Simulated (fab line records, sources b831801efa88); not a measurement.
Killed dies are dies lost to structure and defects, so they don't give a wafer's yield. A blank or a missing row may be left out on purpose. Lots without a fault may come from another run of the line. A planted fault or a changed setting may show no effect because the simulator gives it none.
Which tool did it? | flow sfq_line | 14 lots, 42 wafers sampled, at 2 steps of a route of 325

WHAT THE GAUGES READ, wafer by wafer
SFQ_I2_BOW_MEAS_917.
lot  | measured     | on            | I2_BOW (um)
L387 | day 24 23:07 | film_metro-01 | -3 20 1
L388 | day 25 06:28 | film_metro-01 | -8 3 1
L390 | day 25 10:08 | film_metro-02 | 4 3 -6
L392 | day 25 18:30 | film_metro-02 | -5 -4 -12
L393 | day 27 16:19 | film_metro-03 | -3 7 14
L394 | day 29 09:26 | film_metro-02 | 0 -8 -12
L395 | day 29 20:53 | film_metro-02 | 3 -2 1
L397 | day 37 08:40 | film_metro-01 | 11 7 4
L399 | day 39 02:38 | film_metro-01 | -2 -4 -13
L401 | day 40 05:12 | film_metro-03 | 7 14 15
L404 | day 40 23:45 | film_metro-03 | -2 -3 3
L405 | day 41 05:38 | film_metro-02 | -9 7 13
L406 | day 41 09:34 | film_metro-02 | -4 -2 2
L408 | day 41 15:53 | film_metro-01 | 12 7 7

SFQ_M4_RS_MEAS_924: measures by four-point-probe.
lot  | measured     | on            | M4_NB_RS (ohm/sq)
L387 | day 45 03:53 | film_metro-04 | 0.894 0.903 0.899
L388 | day 45 10:23 | film_metro-02 | 0.888 0.890 0.891
L390 | day 45 17:47 | film_metro-03 | 0.886 0.889 0.888
L392 | day 46 04:26 | film_metro-03 | 0.882 0.888 0.887
L393 | day 47 11:44 | film_metro-03 | 0.878 0.879 0.880
L394 | day 48 09:19 | film_metro-02 | 0.891 0.901 0.893
L395 | day 48 14:05 | film_metro-02 | 0.892 0.898 0.892
L397 | day 49 08:07 | film_metro-03 | 0.885 0.896 0.892
L399 | day 50 14:20 | film_metro-03 | 0.884 0.892 0.886
L401 | day 51 01:04 | film_metro-04 | 0.913 0.901 0.909
L404 | day 52 07:05 | film_metro-03 | 0.887 0.881 0.883
L405 | day 52 08:18 | film_metro-02 | 0.880 0.890 0.881
L406 | day 52 18:58 | film_metro-04 | 0.900 0.887 0.899
L408 | day 53 08:50 | film_metro-03 | 0.874 0.875 0.875

WHICH TOOL RAN EACH LOT (tool, then ch and the chambers of the sampled wafers, then the start)
The record holds no process step before these readings.

WHAT THE TOOLS THEMSELVES READ (means of the sampled wafers that have a number; where no wafer has one, the mark that the record gives instead)
The record holds no such reading with a usual standard deviation.

THE ANSWER, worked out from the rows above alone
Rule: what is usual is taken from the lots themselves. Put in order of their means at a reading, lots are off if they are a third of the lots or fewer, leave a main group of 4 or more, and stand apart from it by a gap of 3 or more times the standard deviation of the main group's means; of several such gaps the widest counts. A main group whose means are all the same, to the digits that the tables above print for the reading, isn't used. A lot without any number at a reading at which 4 lots or more have one is off too. The other lots that the step has rows for count as sound. The gauges are gone through in route order, then the tools' own readings, and for those a lot's mean is taken as printed above. The first step at which some lot is off is used, and at that step the reading that is off furthest; a lot without a number counts as furthest.
No lot is off at any reading shown: from this, nothing can be told.

WHAT THE SIMULATOR HAD PUT IN
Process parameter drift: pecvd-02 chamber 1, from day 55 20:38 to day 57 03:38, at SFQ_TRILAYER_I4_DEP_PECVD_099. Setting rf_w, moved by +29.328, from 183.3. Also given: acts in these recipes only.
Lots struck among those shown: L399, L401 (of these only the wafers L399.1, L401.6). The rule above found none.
